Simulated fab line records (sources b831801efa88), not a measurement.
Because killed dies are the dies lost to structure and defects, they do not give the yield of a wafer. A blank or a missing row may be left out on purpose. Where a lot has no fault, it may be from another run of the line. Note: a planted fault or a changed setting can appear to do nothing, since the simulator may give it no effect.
fab line records	flow gf180mcu
record lots=13	wafers=39	last_day=34
route steps=602 shown MVPSD@87 V1@339 M2@379
lots untouched by any fault: they come from a run of this same line in which no faults occurred
start_h: hours from the record's first day to the start of the lot's first wafer shown	wait_h: hours since the lot's step before	" as in the row above	L1.1+2: a row that stands for several wafers	- no value present, or no start provided	* or withheld: withheld	< > ~ a bound
route shown NAME@n: NAME is a module with steps in the file, n the number in the route of the first one	usual: the fault-free wafers' mean and standard deviation	same: alike in all rows	chamber/n: place in a boat	sites: each site's reading	_std_site: the values' standard deviation	_edge_site: mean of outer sites minus mean of inner sites	radius_mm: for every site, how far away it sits from the centre of the wafer	mask NAME#n: copy n	behind: the tool/chamber that last shaped the wafer	hold: why the lot was held/for how many hours/how that ended	device: the n, p or np transistor that did not switch	end of line: tests run on the same wafers once the route is complete	where a step has no rows: the recipe by itself	killed: at the first sort, the dies lost to defects and structure; wafer yield is something else	map: shows each die of a wafer: x if killed, . if not, _ if none is there
set.NAME: the setting that was run; set.NAME@STEP: the one run at that earlier step	model.NAME: the simulator's own value behind a step, which no gauge read
steps of the route over a sample of lots; a table a step, a row a wafer
services: from which hour (start_h, from the record's first day; less than 0 if before it) a tool's chamber was out of use, for how many hours, and why
## steps
# step GF_MVPSD_IMPLANT_09
# recipe species=B	energy_kev=40	dose_cm2=5e+12	tilt_deg=0
# usual beam_on_s=10.00/0.2	faraday_current_uA=28.2/0.56
lot.wafer	tool	chamber	start_h	wait_h	beam_on_s	faraday_current_uA
L993.4	implanter-01	0	97.73	0.1	9.85	28.6
L993.5	"	0	"	"	10.38	27.1
L993.6	"	0	"	"	9.85	28.6
L994.2	implanter-02	0	102.66	0.1	9.86	28.6
L994.4	"	0	"	"	10.11	28.0
L994.6	"	0	"	"	9.74	28.9
L995.1	implanter-01	0	104.88	0.1	9.61	29.4
L995.2	"	0	"	"	9.82	28.7
L995.6	"	0	"	"	9.98	28.1
L997.2	implanter-03	0	119.41	0.1	9.96	28.2
L997.3	"	0	"	"	10.58	26.5
L997.6	"	0	"	"	10.07	28.0
L998.1	implanter-03	0	124.71	0.1	10.16	27.6
L998.3	"	0	"	"	9.89	28.7
L998.6	"	0	"	"	10.02	28.2
L999.1	implanter-03	0	131.68	0.1	9.68	29.1
L999.5	"	0	"	"	10.41	27.1
L999.6	"	0	"	"	9.97	28.2
L102.3	implanter-01	0	150.29	0.1	9.94	28.4
L102.4	"	0	"	"	9.93	28.4
L102.5	"	0	"	"	9.65	29.2
L108.2	implanter-03	0	185.33	0.1	8.22	34.2
L108.3	"	0	"	"	8.42	33.5
L108.6	"	0	"	"	8.14	34.7
L109.1	implanter-03	0	192.95	0.1	8.02	35.2
L109.4	"	0	"	"	8.12	34.7
L109.6	"	0	"	"	8.19	34.4
L111.1	implanter-01	0	203.30	0.1	9.86	28.7
L111.2	"	0	"	"	10.18	27.7
L111.3	"	0	"	"	9.87	28.8
L113.1	implanter-01	0	217.08	0.1	10.21	27.6
L113.3	"	0	"	"	10.22	27.5
L113.4	"	0	"	"	10.00	28.1
L114.2	implanter-01	0	221.83	0.1	9.91	28.5
L114.5	"	0	"	"	10.14	27.8
L114.6	"	0	"	"	10.15	27.9
L115.1	implanter-02	0	227.40	0.1	10.35	27.2
L115.4	"	0	"	"	10.02	28.1
L115.6	"	0	"	"	10.16	27.7
# step GF_VT_IMPLANT_RS_MEAS_49
# recipe thk_meas_gauge=four-point-probe
# usual MVPSD_RS=1169/3.1
lot.wafer	tool	chamber	start_h	wait_h	MVPSD_RS[ohm/sq]
L993.4	film_metro-02	-	158.56	0.1	1174
L993.5	"	-	"	"	1172
L993.6	"	-	"	"	1172
L994.2	film_metro-02	-	164.80	0.1	1170
L994.4	"	-	"	"	1169
L994.6	"	-	"	"	1170
L995.1	film_metro-02	-	167.00	0.1	1165
L995.2	"	-	"	"	1171
L995.6	"	-	"	"	1166
L997.2	film_metro-04	-	184.14	0.1	1162
L997.3	"	-	"	"	1167
L997.6	"	-	"	"	1166
L998.1	film_metro-02	-	188.95	0.1	1162
L998.3	"	-	"	"	1164
L998.6	"	-	"	"	1168
L999.1	film_metro-03	-	195.85	0.1	1171
L999.5	"	-	"	"	1172
L999.6	"	-	"	"	1171
L102.3	film_metro-02	-	218.37	0.1	1171
L102.4	"	-	"	"	1171
L102.5	"	-	"	"	1173
L108.2	film_metro-04	-	257.60	0.1	1215
L108.3	"	-	"	"	1214
L108.6	"	-	"	"	1211
L109.1	film_metro-04	-	267.04	0.1	1209
L109.4	"	-	"	"	1211
L109.6	"	-	"	"	1209
L111.1	film_metro-04	-	278.02	0.1	1173
L111.2	"	-	"	"	1172
L111.3	"	-	"	"	1169
L113.1	film_metro-04	-	293.32	0.1	1174
L113.3	"	-	"	"	1170
L113.4	"	-	"	"	1168
L114.2	film_metro-02	-	298.45	0.1	1165
L114.5	"	-	"	"	1165
L114.6	"	-	"	"	1167
L115.1	film_metro-03	-	304.60	0.1	1170
L115.4	"	-	"	"	1168
L115.6	"	-	"	"	1169
# step GF_V1_CMP_04
# recipe material=SiO2	down_force_psi=4	platen_rpm=60	pad_velocity_m_s=0.94248
# usual head_pressure_psi=3.999/0.0094	motor_current_A=11.9/1.2	slurry_filter_dp_kPa=13.51/0.14	time_to_endpoint_s=81/4.8
lot.wafer	tool	chamber	start_h	wait_h	head_pressure_psi	motor_current_A	slurry_filter_dp_kPa	time_to_endpoint_s
L993.4	cmp-02	2	384.39	0.1	4.013	11.3	13.53	85
L993.6	"	1	"	"	4.004	13.4	13.51	82
L993.5	"	2	"	"	4.006	11.2	13.52	85
L994.2	cmp-01	0	395.55	0.1	3.992	10.7	13.52	82
L994.4	"	2	"	"	4.002	10.3	13.52	81
L994.6	"	3	"	"	3.996	11.4	13.52	88
L995.1	cmp-02	0	400.03	0.3	3.989	12.6	13.70	76
L995.2	"	1	"	"	3.985	13.2	13.45	82
L995.6	"	2	"	"	3.985	11.1	13.48	88
L997.3	cmp-01	0	419.80	0.0	4.001	10.6	13.44	84
L997.2	"	1	"	"	3.996	11.4	13.63	80
L997.6	"	0	"	"	3.989	10.9	13.75	77
L998.1	cmp-01	2	428.35	0.1	4.002	10.2	13.58	84
L998.3	"	1	"	"	4.016	11.9	13.74	83
L998.6	"	2	"	"	4.012	10.3	13.66	89
L999.1	cmp-01	2	438.79	0.1	4.002	10.7	13.51	73
L999.5	"	0	"	"	3.980	10.3	13.61	81
L999.6	"	1	"	"	4.002	11.6	13.43	86
L102.4	cmp-02	0	467.89	0.0	4.008	12.3	13.52	85
L102.3	"	1	"	"	3.994	14.0	13.62	82
L102.5	"	1	"	"	3.993	13.4	13.19	86
L108.2	cmp-02	1	524.95	0.0	3.996	13.6	13.54	79
L108.3	"	0	"	"	3.985	12.0	13.81	73
L108.6	"	2	"	"	3.995	11.0	13.43	82
L109.1	cmp-01	2	533.85	0.1	3.991	10.8	13.50	81
L109.4	"	3	"	"	3.997	11.2	13.27	91
L109.6	"	3	"	"	4.012	10.2	13.83	89
L111.3	cmp-02	3	546.61	0.0	3.995	13.7	13.30	85
L111.1	"	1	"	"	4.002	14.1	13.69	78
L111.2	"	2	"	"	4.002	10.8	13.55	75
L113.3	cmp-01	1	560.54	0.0	3.996	11.4	13.59	85
L113.1	"	2	"	"	4.003	10.4	13.43	81
L113.4	"	0	"	"	3.997	11.4	13.45	88
L114.2	cmp-01	3	565.67	0.1	4.014	10.9	13.58	81
L114.5	"	1	"	"	4.001	11.4	13.51	91
L114.6	"	2	"	"	3.997	11.0	13.34	84
L115.1	cmp-02	1	572.83	0.1	3.986	13.5	13.70	79
L115.4	"	2	"	"	3.998	11.2	13.63	78
L115.6	"	2	"	"	4.003	11.2	13.69	81
# step GF_V1_BOW_MEAS_05
# recipe mode=bow
# usual V1_BOW=81/6.9
lot.wafer	tool	chamber	start_h	wait_h	V1_BOW[um]
L993.4	film_metro-04	-	384.70	0.3	76
L993.5	"	-	"	"	78
L993.6	"	-	"	"	77
L994.2	film_metro-02	-	395.82	0.2	80
L994.4	"	-	"	"	90
L994.6	"	-	"	"	77
L995.1	film_metro-04	-	400.23	0.1	80
L995.2	"	-	"	"	83
L995.6	"	-	"	"	67
L997.2	film_metro-04	-	420.12	0.2	85
L997.3	"	-	"	"	85
L997.6	"	-	"	"	89
L998.1	film_metro-04	-	428.65	0.2	75
L998.3	"	-	"	"	77
L998.6	"	-	"	"	74
L999.1	film_metro-01	-	438.99	0.1	94
L999.5	"	-	"	"	86
L999.6	"	-	"	"	92
L102.3	film_metro-02	-	468.23	0.2	78
L102.4	"	-	"	"	86
L102.5	"	-	"	"	72
L108.2	film_metro-01	-	525.27	0.3	83
L108.3	"	-	"	"	81
L108.6	"	-	"	"	79
L109.1	film_metro-01	-	534.15	0.2	89
L109.4	"	-	"	"	82
L109.6	"	-	"	"	84
L111.1	film_metro-02	-	546.91	0.1	69
L111.2	"	-	"	"	75
L111.3	"	-	"	"	66
L113.1	film_metro-02	-	560.84	0.2	96
L113.3	"	-	"	"	81
L113.4	"	-	"	"	71
L114.2	film_metro-01	-	565.89	0.2	79
L114.5	"	-	"	"	76
L114.6	"	-	"	"	77
L115.1	film_metro-04	-	573.13	0.2	78
L115.4	"	-	"	"	83
L115.6	"	-	"	"	81
# step GF_M2_STRIP_17
# recipe chemistry=O2/N2	power_w=1400	pressure_mtorr=1500	platen_temp_c=250	o2_flow_sccm=3000	n2_flow_sccm=300	overash_fraction=0.5
# usual drypump_motor_current_A=5.51/0.27	heater_power_w=358/53	oes_product_au=0.558/0.0048	strip_time_to_endpoint_s=7.87/0.039
lot.wafer	tool	chamber	start_h	wait_h	drypump_motor_current_A	heater_power_w	oes_product_au	rf_hours_counter_h	strip_time_to_endpoint_s
L993.4	plasma_asher-03	1	433.82	0.1	5.87	434	0.555	-	7.90
L993.5	"	0	"	"	5.44	281	0.561	-	7.93
L993.6	"	1	"	"	5.86	447	0.567	-	7.90
L994.2	plasma_asher-03	0	445.49	0.1	5.43	275	0.559	64	7.82
L994.4	"	1	"	"	5.88	437	0.556	-	7.84
L994.6	"	1	"	"	5.87	423	0.556	-	7.80
L995.1	plasma_asher-01	1	449.51	0.1	5.32	378	0.565	32	7.92
L995.2	"	0	"	"	5.68	374	0.548	32	7.88
L995.6	"	1	"	"	5.32	380	0.558	-	7.94
L997.2	plasma_asher-01	1	479.34	0.1	5.31	387	0.557	35	7.88
L997.3	"	1	"	"	5.31	382	0.557	-	7.92
L997.6	"	1	"	"	5.29	386	0.555	-	7.87
L998.1	plasma_asher-03	1	479.69	0.1	5.86	439	0.555	68	7.88
L998.3	"	1	"	"	5.89	442	0.553	-	7.86
L998.6	"	0	"	"	5.38	281	0.567	-	7.90
L999.1	plasma_asher-01	1	489.04	0.1	5.30	389	0.560	36	7.84
L999.5	"	0	"	"	5.71	366	0.557	-	7.81
L999.6	"	1	"	"	5.34	383	0.554	-	7.87
L102.3	plasma_asher-01	1	518.49	0.1	5.31	394	0.558	-	7.91
L102.4	"	0	"	"	5.72	370	0.553	-	7.84
L102.5	"	1	"	"	5.30	378	0.560	-	7.84
L108.2	plasma_asher-01	0	572.01	0.1	5.66	360	0.562	45	7.85
L108.3	"	0	"	"	5.71	372	0.557	-	7.89
L108.6	"	1	"	"	5.32	389	0.558	-	7.91
L109.1	plasma_asher-01	0	581.03	0.1	5.72	375	0.552	46	7.80
L109.4	"	0	"	"	5.73	363	0.554	-	7.81
L109.6	"	0	"	"	5.75	368	0.564	-	7.85
L111.1	plasma_asher-03	1	592.84	0.1	5.88	436	0.559	80	7.91
L111.2	"	0	"	"	5.39	274	0.559	80	7.90
L111.3	"	1	"	"	5.88	435	0.560	-	7.94
L113.1	plasma_asher-03	0	605.68	0.1	5.44	278	0.555	81	7.83
L113.3	"	0	"	"	5.40	290	0.556	-	7.81
L113.4	"	1	"	"	5.86	440	0.560	-	7.83
L114.2	plasma_asher-02	1	610.28	0.1	5.59	345	0.559	100	7.87
L114.5	"	1	"	"	5.57	346	0.560	-	7.90
L114.6	"	0	"	"	5.04	308	0.558	-	7.84
L115.1	plasma_asher-02	0	616.96	0.1	4.98	310	0.559	101	7.85
L115.4	"	1	"	"	5.58	340	0.561	-	7.84
L115.6	"	0	"	"	5.04	315	0.553	-	7.85
## services
tool	chamber	start_h	hours	kind
cmp-02	-	77.03	0.5	repair
cmp-02	-	96.74	4.5	repair
plasma_asher-01	-	108.75	9.0	pm
cmp-02	-	110.92	0.6	repair
implanter-01	-	120.28	2.4	pm
implanter-01	-	129.63	3.3	repair
cmp-01	-	165.89	4.3	repair
cmp-01	-	204.61	6.5	repair
cmp-01	-	212.57	1.5	repair
cmp-01	-	232.00	4.0	pm
cmp-01	-	269.10	8.2	pm
cmp-01	-	289.54	0.8	repair
cmp-01	-	304.94	4.1	repair
cmp-01	-	314.99	3.8	repair
cmp-01	-	318.80	3.8	pm
cmp-01	-	323.80	2.7	repair
cmp-01	-	343.11	5.3	repair
cmp-01	-	386.52	0.4	repair
cmp-01	-	398.42	2.8	repair
cmp-01	-	408.00	7.9	pm
cmp-01	-	416.21	1.5	repair
cmp-01	-	524.18	2.5	repair
cmp-01	-	572.18	4.0	pm
cmp-01	-	591.56	3.6	repair
## key
first_sign step=GF_MVPSD_IMPLANT_09	reading=faraday_current_uA	direction=up	sigmas=11	usual=28.2	struck=34.5
effect step=GF_MVPSD_IMPLANT_09	reading=beam_on_s	direction=down	sigmas=9	usual=10.00	struck=8.18
effect step=GF_VT_IMPLANT_RS_MEAS_49	reading=MVPSD_RS	direction=up	sigmas=14	usual=1169	struck=1212
met_at GF_MVPSD_IMPLANT_09
struck_lots L108,L109
tester_left_out L108,L109
not_acting_at GF_V1_CMP_04,GF_V1_BOW_MEAS_05,GF_M2_STRIP_17
onset_between 131.68 185.33
fault kind=process_parameter_drift	tool=implanter-03	chamber=-	onset_h=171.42	steps=GF_MVPSD_IMPLANT_09	channel=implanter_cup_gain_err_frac	offset=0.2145	shape=step	end_h=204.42
# tester_left_out: of these lots the tester's yield and bins aren't shown, on N5 and GAA mostly nor the transistor test; their killed dies are dies lost to structure and defects alone, not to doping, threshold or leakage, so they don't give the yield
